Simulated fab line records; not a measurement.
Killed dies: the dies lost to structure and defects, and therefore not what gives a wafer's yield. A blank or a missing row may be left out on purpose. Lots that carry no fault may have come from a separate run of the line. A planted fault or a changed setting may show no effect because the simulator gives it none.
One fault seen from 2 desks / flow sky130 / each desk has only its own numbers; what lay behind them comes last

METROLOGY DESK
Means of the sampled wafers that have a number, per lot and without regard to the tool the lot ran on: this is what the gauges read. A lot is out of limits, marked OUT, if its mean lies more than 4 standard deviations from the usual mean; the brackets give that distance.
Columns: A = CAP2M_CVD_00_THK at SKY_CAP2M_THK_MEAS_01, usual 15.57 nm; B = CAP2M_TIN_RS at SKY_CAP2M_RS_MEAS_03, usual 6.90 ohm/sq; C = CAP2M_TIN_THK at SKY_CAP2M_THK_MEAS_04, usual 203.7 nm; D = CAP2M_OVL at SKY_CAP2M_OVL_MEAS_12, usual -1.2 nm; E = cd_nm at SKY_METAL4_CD_MEAS_13, usual 299.8 nm; F = METAL4_OVL at SKY_METAL4_OVL_MEAS_14, usual 0 nm
lot=L851; first seen here=day 39 08:07; A=15.40; B=6.83; C=205.8; D=-0.6; E=300.4; F=-4
lot=L855; first seen here=day 40 14:40; A=15.66; B=6.83; C=207.3; D=0.0; E=299.0; F=-2
lot=L861; first seen here=day 42 14:50; A=15.69; B=6.97; C=201.3; D=-2.7; E=300.6; F=3
lot=L864; first seen here=day 43 14:33; A=15.44; B=7.00; C=201.1; D=-2.3; E=300.3; F=2
lot=L866; first seen here=day 43 21:20; A=15.50; B=6.95; C=203.5; D=-0.8; E=298.1; F=-1
lot=L871; first seen here=day 45 07:36; A=15.71; B=6.81; C=206.2; D=-2.2; E=300.0; F=11
Finding of this desk: none of the 6 lots has anything out of limits.

TOOL OWNER'S DESK, rie_metal-03
The tool's own readings at SKY_CAP2M_METAL_ETCH_13 (etches TiN in Cl2/BCl3, stops on SiO2, target depth 220 nm, time 62.9 s): means of the sampled wafers that have a number, for each lot that ran on this tool. A lot is out of limits, marked OUT, if its mean lies more than 4 standard deviations from the usual mean; the brackets give that distance.
Columns: A = bias_w at SKY_CAP2M_METAL_ETCH_13, usual 48.50 W; B = drypump_motor_current_A at SKY_CAP2M_METAL_ETCH_13, usual 5.7 A; C = oes_product_au at SKY_CAP2M_METAL_ETCH_13, usual 0.942 a.u.; D = rf_fwd_power_W at SKY_CAP2M_METAL_ETCH_13, usual 891 W; E = throttle_valve_pct at SKY_CAP2M_METAL_ETCH_13, usual 21.900 %
lot=L855; first seen here=day 41 14:38; A=48.49; B=5.7; C=0.946; D=893; E=21.897
lot=L864; first seen here=day 44 12:59; A=50.09 (+11) OUT; B=5.7; C=0.932; D=891; E=21.908
lot=L866; first seen here=day 44 19:23; A=50.03 (+11) OUT; B=5.5; C=0.939; D=892; E=21.909
This desk finds L864, L866 out of limits, L864 being first, at day 44 12:59 (bias_w at SKY_CAP2M_METAL_ETCH_13). In limits: L855.

TAKEN TOGETHER
An alarm could have come from the tool owner's desk at day 44 12:59, on L864, L866.
From the metrology desk's view, nothing was out of limits.
The metrology desk has L864, L866 on record, within its limits.
The lots listed all ran SKY_CAP2M_METAL_ETCH_13 on rie_metal-03.

WHAT HAD BEEN PUT IN BY THE SIMULATOR
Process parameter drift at SKY_CAP2M_METAL_ETCH_13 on rie_metal-03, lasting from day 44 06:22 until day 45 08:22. Setting bias_w, moved by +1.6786, from 48.5. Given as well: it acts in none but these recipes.
Shown lots that were struck: L864, L866.
Delay in hours, fault start to first out-of-limits reading, by desk: the tool owner's desk at 7.
